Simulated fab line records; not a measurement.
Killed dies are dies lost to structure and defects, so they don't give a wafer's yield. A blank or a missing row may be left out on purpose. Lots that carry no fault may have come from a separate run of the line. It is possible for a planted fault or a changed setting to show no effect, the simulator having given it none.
Shared-tool check -- flow gf180mcu -- Sampled: 12 lots, 36 wafers

== WHY IT WAS OPENED ==
Of 12 lots, 2 have the reading PSD_RS flagged at GF_PSD_RS_MEAS_15. No-fault wafers: 108.5 ohm/sq, standard deviation 0.3.
Rule: a lot is flagged when every wafer of it that has a number lies more than 4 standard deviations from that mean, or none has a number. The other lots count as sound.

lot,measured,on,"PSD_RS (ohm/sq), wafer by wafer",flag
L240,day 14 05:41,film_metro-02,108.2 108.6 108.2,
L241,day 14 14:20,film_metro-02,108.7 108.8 109.1,
L243,day 15 04:53,film_metro-01,108.8 108.3 108.4,
L246,day 16 08:20,film_metro-01,109.4 108.9 109.1,
L247,day 16 16:55,film_metro-02,108.6 108.8 108.6,
L251,day 18 10:13,film_metro-04,109.0 108.5 108.7,
L254,day 19 05:31,film_metro-02,108.4 108.8 108.7,
L257,day 20 10:04,film_metro-01,105.3 105.3 105.1,FLAGGED
L258,day 20 14:53,film_metro-01,105.4 105.9 105.6,FLAGGED
L261,day 21 12:22,film_metro-04,108.5 108.6 108.1,
L262,day 21 20:01,film_metro-02,108.5 108.3 108.5,
L263,day 22 06:56,film_metro-02,108.6 108.6 108.9,
The mean of the flagged lots' numbers is 105.4 ohm/sq, -3.1 ohm/sq from the usual (-10 standard deviations).

== WHICH TOOL EACH LOT WENT THROUGH ==
The record holds 2 process steps before the reading, out of a route of 602 steps. In each cell: the tool, then ch and the chambers that the sampled wafers went through, then the start.
lot,flag,GF_PSD_IMPLANT_09,GF_PSD_STRIP_10
L240,,"implanter-04 ch 0, day 14 05:08","plasma_asher-03 ch 0,1, day 14 05:16"
L241,,"implanter-03 ch 0, day 14 13:46","plasma_asher-02 ch 0,1, day 14 13:55"
L243,,"implanter-03 ch 0, day 15 04:19","plasma_asher-04 ch 0,1, day 15 04:28"
L246,,"implanter-04 ch 0, day 16 07:47","plasma_asher-03 ch 0,1, day 16 07:55"
L247,,"implanter-04 ch 0, day 16 16:22","plasma_asher-04 ch 0,1, day 16 16:29"
L251,,"implanter-03 ch 0, day 18 09:40","plasma_asher-03 ch 0,1, day 18 09:49"
L254,,"implanter-02 ch 0, day 19 04:57","plasma_asher-04 ch 0,1, day 19 05:05"
L257,FLAGGED,"implanter-03 ch 0, day 20 09:31","plasma_asher-02 ch 0,1, day 20 09:40"
L258,FLAGGED,"implanter-03 ch 0, day 20 14:19","plasma_asher-03 ch 0,1, day 20 14:28"
L261,,"implanter-04 ch 0, day 21 11:48","plasma_asher-02 ch 0,1, day 21 11:56"
L262,,"implanter-02 ch 0, day 21 19:28","plasma_asher-04 ch 0,1, day 21 19:35"
L263,,"implanter-02 ch 0, day 22 06:23","plasma_asher-04 ch 1, day 22 06:30"
What the steps here do:
- GF_PSD_IMPLANT_09
- GF_PSD_STRIP_10: strips in O2/N2.
- GF_PSD_RS_MEAS_15: measures by four-point-probe.

== FLAGGED OVER TOTAL, TOOL BY TOOL (the gauges that took the reading come last) ==
step,tool,lots run,flagged,share of the flagged lots,sound lots run after its first flagged lot
GF_PSD_IMPLANT_09,implanter-02,3,0,none,-
GF_PSD_IMPLANT_09,implanter-03,5,2,all,0
GF_PSD_IMPLANT_09,implanter-04,4,0,none,-
GF_PSD_STRIP_10,plasma_asher-02,3,1,some,1 (L261)
GF_PSD_STRIP_10,plasma_asher-03,4,1,some,0
GF_PSD_STRIP_10,plasma_asher-04,5,0,none,-
GF_PSD_RS_MEAS_15,film_metro-01,4,2,all,0
GF_PSD_RS_MEAS_15,film_metro-02,6,0,none,-
GF_PSD_RS_MEAS_15,film_metro-04,2,0,none,-

== WHAT THE TABLE PERMITS ==
Rows of the table that ran all the flagged lots, 2 in number: implanter-03 at GF_PSD_IMPLANT_09; film_metro-01 at GF_PSD_RS_MEAS_15.
- implanter-03 at GF_PSD_IMPLANT_09: 2 of its 5 lots flagged. Last sound lot L251 at day 18 09:40, first flagged lot L257 at day 20 09:31; a fault beginning in between fits. Its own readings (beam_energy_keV) fall more than 4 standard deviations out on all wafers of the flagged lots.
- film_metro-01 at GF_PSD_RS_MEAS_15: 2 of its 4 lots flagged. Last sound lot L246 at day 16 08:20, first flagged lot L257 at day 20 10:04; a fault beginning in between fits.
Counting lots can't tell these 2 tools apart, because each fits a fault that began at some hour. More lots, or a look at what each step does to the wafer, might.

== WHAT HAD BEEN PUT IN BY THE SIMULATOR ==
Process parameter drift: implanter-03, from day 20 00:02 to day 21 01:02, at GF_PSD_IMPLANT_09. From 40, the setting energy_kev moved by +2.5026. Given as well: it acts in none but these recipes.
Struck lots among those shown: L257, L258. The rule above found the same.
